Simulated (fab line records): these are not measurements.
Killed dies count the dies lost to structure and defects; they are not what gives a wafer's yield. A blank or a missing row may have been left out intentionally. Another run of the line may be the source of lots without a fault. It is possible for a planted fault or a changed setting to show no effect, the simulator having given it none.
fab line records    flow sky130
record: lots: 14  wafers: 42  lastDay: 50
route steps=708 shown VIA1@472 METAL2@484
lots that met no fault: from a run of the same line without faults
startH: hours from the record's opening day to when the first of the lot's shown wafers began    waitH: hours from the lot's prior step to this one    " as in the row above    L1.1+2: a row that stands for several wafers    - no value, or no start was given    * or withheld: withheld    < > ~ a bound
route shown NAME@n: names a module that has steps shown in the file, with the first one's number in the route    usual: mean/standard deviation taken from wafers without a fault    same: alike in all rows    chamber/n: place in a boat    sites: each site's reading    _std_site: how widely they spread, as a standard deviation    _edge_site: mean of outer sites minus mean of inner sites    radiusMm: how far each site lies from the wafer's centre    mask NAME#n: copy n    behind: the most recent tool/chamber to have shaped the wafer    hold: what put the lot on hold/how long, in hours/how the hold closed    device: transistor that didn't switch, given as n, p or np    end of line: at the end of the route, the tests of the same wafers    where a step has no rows: the recipe by itself    killed: dies lost to structure and defects at the first sort, not the wafer's yield    map: shows each die of a wafer: x if killed, . if not, _ if none is there
set.NAME: the setting as run; set.NAME@STEP: as run at that earlier step    model.NAME: the simulator's own value behind a step, which no gauge read
steps of the route over a sample of lots; a table a step, a row a wafer
services: a tool's chamber out of use, with start hour (startH, from the record's first day; less than 0 if before it), hours out, and reason
== steps ==
step: SKY_VIA1_ETCH_14
recipe: chemistry: N2/H2  target: BARC  ionEnergyEv: 200  sourceW: 500  biasW: 100  pressureMtorr: 30  n2FlowSccm: 100  h2FlowSccm: 200  stopOn: SiO2  timeS: 45.9  targetDepthA: 600
usual: drypumpMotorCurrentA: 5.7/0.5  oesProductAu: 0.855/0.0047  throttleValvePct: 13.223/0.0083
same: timeS: 45.9
lot.wafer  tool        chamber  startH  waitH  drypumpMotorCurrentA  oesProductAu  rfHoursCounterH  throttleValvePct
L861.2     rieDiel-01  1        801.29  0.0    6.3                   0.854         7                13.229
L861.3     "           3        "       "      4.9                   0.854         5                13.234
L861.6     "           0        "       "      5.7                   0.856         -                13.230
L860.1     rieDiel-01  0        803.02  0.0    5.7                   0.849         22               13.229
L860.2     "           3        "       "      4.9                   0.856         5                13.211
L860.5     "           2        "       "      5.6                   0.859         -                13.219
L863.1     rieDiel-01  0        815.67  0.0    5.7                   0.851         22               13.225
L863.2     "           2        "       "      5.6                   0.851         5                13.235
L863.3     "           1        "       "      6.4                   0.844         8                13.233
L862.1     rieDiel-01  1        816.79  0.0    6.4                   0.860         8                13.215
L862.2     "           3        "       "      4.9                   0.860         5                13.239
L862.6     "           2        "       "      5.6                   0.859         -                13.220
L867.2     rieDiel-01  0        845.52  0.0    5.6                   0.860         23               13.236
L867.4     "           3        "       "      4.9                   0.848         -                13.203
L867.5     "           1        "       "      6.3                   0.856         -                13.227
L866.3     rieDiel-03  3        848.34  0.0    5.9                   0.854         3                13.216
L866.4     "           0        "       "      6.4                   0.857         23               13.228
L866.5     "           1        "       "      6.0                   0.845         -                13.224
L870.1     rieDiel-03  0        869.67  0.0    6.4                   0.857         23               13.223
L870.4     "           2        "       "      6.0                   0.852         7                13.233
L870.6     "           2        "       "      6.0                   0.862         -                13.219
L875.1     rieDiel-01  1        907.44  0.0    6.3                   0.856         10               13.217
L875.4     "           2        "       "      5.5                   0.850         -                13.227
L875.6     "           1        "       "      6.4                   0.856         -                13.229
L877.4     rieDiel-03  1        919.29  0.0    6.0                   0.865         24               13.208
L877.5     "           2        "       "      6.0                   0.853         -                13.228
L877.6     "           1        "       "      6.0                   0.850         -                13.225
L878.3     rieDiel-01  2        919.64  0.0    5.5                   0.850         7                13.232
L878.4     "           3        "       "      4.9                   0.848         8                13.215
L878.6     "           2        "       "      5.6                   0.854         -                13.221
L879.1     rieDiel-04  1        929.17  0.0    4.9                   0.853         20               13.216
L879.4     "           0        "       "      5.6                   0.853         14               13.227
L879.5     "           0        "       "      5.6                   0.858         -                13.236
L880.3     rieDiel-01  0        932.22  0.0    5.7                   0.857         0                13.223
L880.5     "           2        "       "      5.6                   0.855         -                13.212
L880.6     "           3        "       "      4.9                   0.860         -                13.212
L881.3     rieDiel-03  1        936.74  0.0    6.0                   0.854         24               13.215
L881.4     "           2        "       "      6.0                   0.849         9                13.234
L881.5     "           3        "       "      5.9                   0.858         -                13.210
L882.1     rieDiel-03  0        942.94  0.0    6.4                   0.856         25               13.227
L882.3     "           3        "       "      6.0                   0.860         6                13.218
L882.4     "           1        "       "      6.0                   0.852         24               13.219
step: SKY_METAL2_SPUTTER_01
recipe: material: TiN  targetThkNm: 20  powerW: 6500  timeS: 16.7  chamberPressurePa: 0.4
usual: throttleValvePct: 30.4/1
same: timeS: 16.7
lot.wafer  tool           chamber  startH  waitH  throttleValvePct
L861.2     pvdSputter-01  -        803.04  0.0    28.9
L861.3     "              -        "       "      29.7
L861.6     "              -        "       "      30.0
L860.1     pvdSputter-04  -        804.43  0.0    32.1
L860.2     "              -        "       "      31.1
L860.5     "              -        "       "      31.5
L863.1     pvdSputter-04  -        817.01  0.0    30.6
L863.2     "              -        "       "      30.5
L863.3     "              -        "       "      32.0
L862.1     pvdSputter-04  -        818.14  0.0    30.4
L862.2     "              -        "       "      32.1
L862.6     "              -        "       "      31.1
L867.2     pvdSputter-03  -        846.86  0.0    28.5
L867.4     "              -        "       "      30.2
L867.5     "              -        "       "      31.0
L866.3     pvdSputter-03  -        849.69  0.0    28.4
L866.4     "              -        "       "      30.0
L866.5     "              -        "       "      28.7
L870.1     pvdSputter-01  -        871.00  0.0    30.0
L870.4     "              -        "       "      29.9
L870.6     "              -        "       "      29.0
L875.1     pvdSputter-03  -        908.86  0.0    29.9
L875.4     "              -        "       "      31.2
L875.6     "              -        "       "      31.4
L877.4     pvdSputter-03  -        920.68  0.0    31.1
L877.5     "              -        "       "      30.0
L877.6     "              -        "       "      28.4
L878.3     pvdSputter-04  -        920.99  0.0    31.7
L878.4     "              -        "       "      31.0
L878.6     "              -        "       "      31.1
L879.1     pvdSputter-04  -        930.51  0.0    30.7
L879.4     "              -        "       "      31.5
L879.5     "              -        "       "      30.2
L880.3     pvdSputter-01  -        933.56  0.0    30.2
L880.5     "              -        "       "      29.0
L880.6     "              -        "       "      29.9
L881.3     pvdSputter-03  -        938.09  0.0    28.1
L881.4     "              -        "       "      31.4
L881.5     "              -        "       "      31.2
L882.1     pvdSputter-03  -        944.28  0.0    30.9
L882.3     "              -        "       "      31.3
L882.4     "              -        "       "      30.0
step: SKY_METAL2_DEVELOP_14
recipe: developTimeS: 60  resist: KrF-thick  devTempC: 21
usual: chillPlateTempC: 23.01/0.1  developTimeS: 60/0
lot.wafer  tool           chamber  startH  waitH  chillPlateTempC  developTimeS
L861.2     lithoTrack-01  0        828     -      23.04            60
L861.3     "              0        "       "      22.93            60
L861.6     "              0        829     -      22.87            60
L860.1     lithoTrack-03  0        830     -      23.24            60
L860.2     "              0        "       "      23.05            60
L860.5     "              0        "       "      22.84            60
L863.1     lithoTrack-01  0        842     -      23.10            60
L863.2     "              0        843     -      22.89            60
L863.3     "              0        "       "      23.02            60
L862.1     lithoTrack-02  0        843     -      22.86            60
L862.2     "              0        "       "      22.79            60
L862.6     "              0        844     -      22.91            60
L867.2     lithoTrack-02  -        872     -      -                -
L867.4     "              -        "       "      -                -
L867.5     "              -        "       "      -                -
L866.3     lithoTrack-02  -        876     -      -                -
L866.4     "              -        "       "      -                -
L866.5     "              -        "       "      -                -
L870.1     lithoTrack-03  0        896     -      23.06            60
L870.4     "              0        "       "      23.03            60
L870.6     "              0        "       "      23.10            60
L875.1     lithoTrack-01  0        932     -      22.94            60
L875.4     "              0        "       "      23.00            60
L875.6     "              0        "       "      22.92            60
L877.4     lithoTrack-02  0        944     -      23.05            60
L877.5     "              0        "       "      23.16            60
L877.6     "              0        "       "      22.99            60
L878.3     lithoTrack-01  0        945     -      22.95            60
L878.4     "              0        "       "      23.06            60
L878.6     "              0        "       "      23.11            60
L879.1     lithoTrack-02  0        955     -      23.03            60
L879.4     "              0        "       "      23.10            60
L879.5     "              0        "       "      23.13            60
L880.3     lithoTrack-03  0        958     -      22.90            60
L880.5     "              0        "       "      22.99            60
L880.6     "              0        "       "      22.98            60
L881.3     lithoTrack-02  0        962     -      22.90            60
L881.4     "              0        "       "      23.08            60
L881.5     "              0        "       "      23.07            60
L882.1     lithoTrack-02  0        968     -      23.00            60
L882.3     "              0        "       "      23.03            60
L882.4     "              0        "       "      22.97            60
step: SKY_METAL2_CD_MEAS_15
recipe: targetCdNm: 140
usual: cdNm: 140.0/1.6
lot.wafer  tool      chamber  startH  waitH  cdNm
L861.2     cdSem-02  -        829.11  -      140.2
L861.3     "         -        "       "      139.7
L861.6     "         -        "       "      139.2
L860.1     cdSem-01  -        830.42  -      137.0
L860.2     "         -        "       "      137.1
L860.5     "         -        "       "      137.3
L863.1     cdSem-01  -        843.14  -      139.0
L863.2     "         -        "       "      138.8
L863.3     "         -        "       "      138.1
L862.1     cdSem-01  -        844.12  -      142.4
L862.2     "         -        "       "      143.4
L862.6     "         -        "       "      141.8
L867.2     cdSem-01  -        872.85  -      -
L867.4     "         -        "       "      -
L867.5     "         -        "       "      -
L866.3     cdSem-02  -        876.16  -      -
L866.4     "         -        "       "      -
L866.5     "         -        "       "      -
L870.1     cdSem-02  -        896.82  -      142.0
L870.4     "         -        "       "      140.5
L870.6     "         -        "       "      142.9
L875.1     cdSem-01  -        932.94  -      141.6
L875.4     "         -        "       "      138.4
L875.6     "         -        "       "      140.6
L877.4     cdSem-01  -        944.83  -      137.8
L877.5     "         -        "       "      139.0
L877.6     "         -        "       "      136.5
L878.3     cdSem-02  -        945.78  -      142.6
L878.4     "         -        "       "      140.6
L878.6     "         -        "       "      142.6
L879.1     cdSem-01  -        955.77  -      141.2
L879.4     "         -        "       "      141.7
L879.5     "         -        "       "      141.2
L880.3     cdSem-02  -        958.31  -      141.1
L880.5     "         -        "       "      140.1
L880.6     "         -        "       "      141.4
L881.3     cdSem-01  -        962.91  -      139.8
L881.4     "         -        "       "      138.9
L881.5     "         -        "       "      138.6
L882.1     cdSem-02  -        968.82  -      141.5
L882.3     "         -        "       "      142.1
L882.4     "         -        "       "      142.6
== services ==
tool           chamber  startH  hours  kind
rieDiel-04     2        783.55  2.1    repair
pvdSputter-01  -        825.58  0.7    repair
rieDiel-04     3        829.69  25.2   repair
rieDiel-01     2        835.10  16.4   repair
pvdSputter-01  -        836.26  3.3    repair
pvdSputter-01  -        844.10  0.7    repair
rieDiel-03     3        850.93  3.8    repair
rieDiel-01     0        858.53  -      clean
rieDiel-01     0        858.53  35.5   scheduledDown
rieDiel-01     0        858.53  35.5   ventCycle
rieDiel-03     3        896.14  11.1   repair
rieDiel-01     1        899.80  6.7    repair
rieDiel-01     0        904.53  12.8   repair
rieDiel-01     3        906.50  4.0    repair
rieDiel-04     -        919.24  2.1    repair
rieDiel-04     -        945.37  2.0    repair
rieDiel-04     3        953.56  3.6    repair
rieDiel-04     3        957.19  -      clean
rieDiel-04     3        957.19  21.8   scheduledDown
rieDiel-04     3        957.19  21.8   ventCycle
rieDiel-03     0        958.02  -      clean
rieDiel-03     0        958.02  18.4   scheduledDown
rieDiel-03     0        958.02  18.4   ventCycle
rieDiel-04     1        965.21  6.9    repair
== key ==
firstSign: step: SKY_METAL2_DEVELOP_14  reading: toolRecord  direction: missing
effect none on later readings
metAt SKY_METAL2_DEVELOP_14
struckLots L866,L867
laterRowsLeftOut L866.3,L866.4,L866.5,L867.2,L867.4,L867.5
sortLeftOut L866.3,L866.4,L866.5,L867.2,L867.4,L867.5
notActingAt SKY_VIA1_ETCH_14,SKY_METAL2_SPUTTER_01,SKY_METAL2_CD_MEAS_15
onsetBetween 843 872
fault: kind: skippedStepWhole  tool: lithoTrack-02  chamber: -  onsetH: 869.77  steps: SKY_METAL2_DEVELOP_14  scope: struckLotsOnly
sortLeftOut: the simulated sort isn't trusted on such a fault, so these wafers' sort isn't shown, and their yield isn't known
laterRowsLeftOut: the simulator's readings of these wafers behind a module that went badly wrong aren't trusted and aren't shown, but for the sort
